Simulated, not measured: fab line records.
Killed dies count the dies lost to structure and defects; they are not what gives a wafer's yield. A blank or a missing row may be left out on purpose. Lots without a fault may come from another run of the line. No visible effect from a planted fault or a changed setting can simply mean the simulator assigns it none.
Which tool is to blame? ; flow sky130 ; 36 wafers from 12 lots sampled at 4 of the route's 708 steps

== WHAT EACH GAUGE READ, for each wafer ==
SKY_LDD_HVP_TW_MEAS_10.
lot;measured;on;LDD_HVP_TW
L989;day 18 17:28;film_metro-04;450.0 454.4 452.7
L997;day 21 18:50;film_metro-04;455.3 453.8 451.2
L999;day 21 20:41;film_metro-04;450.2 451.7 451.2
L100;day 22 04:00;film_metro-03;458.5 460.2 459.1
L101;day 22 13:21;film_metro-04;457.2 453.1 453.9
L103;day 23 00:08;film_metro-03;456.8 455.4 458.0
L106;day 24 08:39;film_metro-02;452.6 455.9 455.1
L109;day 32 17:39;film_metro-04;454.2 453.1 452.4
L107;day 32 19:55;film_metro-04;452.0 453.7 454.6
L110;day 32 22:11;film_metro-03;457.8 457.4 459.7
L111;day 32 22:40;film_metro-02;455.1 452.7 451.3
L112;day 32 23:24;film_metro-04;453.3 453.8 453.7

== WHICH TOOL RAN EACH LOT (tool, then ch and the chambers of the sampled wafers, then the start) ==
lot;SKY_POLY_GATE_STRIP_18;SKY_LDD_HVP_DEVELOP_06;SKY_LDD_HVP_STRIP_09
L989;plasma_asher-02 ch 0,1, day 14 00:00;litho_track-03 ch 0, day 18 17:02;plasma_asher-04 ch 0,1, day 18 17:22
L997;plasma_asher-02 ch 0,1, day 16 13:23;litho_track-03 ch 0, day 21 18:25;plasma_asher-03 ch 0,1, day 21 18:43
L999;plasma_asher-04 ch 0, day 16 20:13;litho_track-04 ch 0, day 21 20:16;plasma_asher-03 ch 0,1, day 21 20:35
L100;plasma_asher-02 ch 0,1, day 17 01:42;litho_track-01 ch 0, day 22 03:34;plasma_asher-02 ch 0,1, day 22 03:54
L101;plasma_asher-03 ch 0,1, day 17 11:08;litho_track-04 ch 0, day 22 12:56;plasma_asher-04 ch 0,1, day 22 13:14
L103;plasma_asher-04 ch 0,1, day 17 21:39;litho_track-03 ch 0, day 22 23:41;plasma_asher-03 ch 0,1, day 23 00:02
L106;plasma_asher-04 ch 0,1, day 19 07:30;litho_track-01 ch 0, day 24 08:13;plasma_asher-03 ch 0,1, day 24 08:33
L109;plasma_asher-04 ch 0,1, day 27 20:39;litho_track-04 ch 0, day 32 17:14;plasma_asher-04 ch 0,1, day 32 17:32
L107;plasma_asher-03 ch 0,1, day 27 22:54;litho_track-01 ch 0, day 32 19:29;plasma_asher-03 ch 0,1, day 32 19:48
L110;plasma_asher-03 ch 0,1, day 27 23:30;litho_track-03 ch 0, day 32 21:46;plasma_asher-04 ch 0,1, day 32 22:04
L111;plasma_asher-04 ch 1, day 28 00:46;litho_track-01 ch 0, day 32 22:14;plasma_asher-03 ch 0,1, day 32 22:33
L112;plasma_asher-03 ch 0,1, day 28 01:53;litho_track-04 ch 0, day 32 22:59;plasma_asher-03 ch 0,1, day 32 23:17
- SKY_POLY_GATE_STRIP_18: strips in O2/N2.
- SKY_LDD_HVP_DEVELOP_06: develop time 60 s.
- SKY_LDD_HVP_STRIP_09: strips in O2/N2.

== WHAT THE TOOLS THEMSELVES READ (means of the sampled wafers that have a number; where no wafer has one, the mark that the record gives instead) ==
SKY_POLY_GATE_STRIP_18.
lot;tool;drypump_motor_current_A (A);oes_product_au (a.u.);strip_time_to_endpoint_s (s)
L989;plasma_asher-02;5.97;0.357;3.18
L997;plasma_asher-02;5.97;0.362;3.19
L999;plasma_asher-04;5.56;0.360;3.15
L100;plasma_asher-02;5.99;0.362;3.19
L101;plasma_asher-03;5.94;0.361;3.26
L103;plasma_asher-04;5.78;0.360;3.19
L106;plasma_asher-04;5.76;0.358;3.18
L109;plasma_asher-04;5.77;0.360;3.21
L107;plasma_asher-03;6.05;0.360;3.21
L110;plasma_asher-03;6.05;0.360;3.14
L111;plasma_asher-04;5.91;0.360;3.21
L112;plasma_asher-03;5.93;0.362;3.16

SKY_LDD_HVP_DEVELOP_06.
lot;tool;developer_temp_C (C);resist_line_temp_C (C)
L989;litho_track-03;22.80;23.11
L997;litho_track-03;22.86;22.79
L999;litho_track-04;23.92;22.81
L100;litho_track-01;23.00;22.99
L101;litho_track-04;24.07;22.96
L103;litho_track-03;23.01;23.02
L106;litho_track-01;22.78;22.94
L109;litho_track-04;22.92;22.91
L107;litho_track-01;23.01;23.15
L110;litho_track-03;23.07;22.93
L111;litho_track-01;23.01;22.99
L112;litho_track-04;23.00;23.21

SKY_LDD_HVP_STRIP_09.
lot;tool;drypump_motor_current_A (A);oes_product_au (a.u.);strip_time_to_endpoint_s (s)
L989;plasma_asher-04;5.66;0.411;4.162
L997;plasma_asher-03;6.05;0.409;4.113
L999;plasma_asher-03;5.95;0.409;4.135
L100;plasma_asher-02;5.97;0.409;4.143
L101;plasma_asher-04;5.66;0.415;4.148
L103;plasma_asher-03;5.94;0.404;4.126
L106;plasma_asher-03;6.05;0.410;4.154
L109;plasma_asher-04;5.77;0.413;4.137
L107;plasma_asher-03;6.07;0.411;4.133
L110;plasma_asher-04;5.66;0.410;4.133
L111;plasma_asher-03;6.05;0.409;4.145
L112;plasma_asher-03;6.07;0.412;4.142

== THE ANSWER, worked out from the rows above alone ==
Rule: what is usual is taken from the lots themselves. Put in order of their means at a reading, lots are off if they are a third of the lots or fewer, leave a main group of 4 or more, and stand apart from it by a gap of 3 or more times the standard deviation of the main group's means; of several such gaps the widest counts. Not used: any main group whose means are identical at the precision the tables above print for the reading. Also off: a lot with no number at a reading for which 4 or more lots have one. Any other lot the step has rows for is counted as sound. After the gauges, taken in route order, come the tools' own readings; for these a lot's mean is taken, as printed above. The first step at which some lot is off is used, and at that step the reading that is off furthest; a lot without a number counts as furthest.
Off at SKY_LDD_HVP_DEVELOP_06 (developer_temp_C): L999, L101. Mean 22.95 C and standard deviation 0.095 in the main group.
A tool fits if, at that step or a process step before it, it ran every lot that is off, and no sound lot after the first of them. No candidate that was tried fits.

== WHAT THE SIMULATOR HAD INSERTED ==
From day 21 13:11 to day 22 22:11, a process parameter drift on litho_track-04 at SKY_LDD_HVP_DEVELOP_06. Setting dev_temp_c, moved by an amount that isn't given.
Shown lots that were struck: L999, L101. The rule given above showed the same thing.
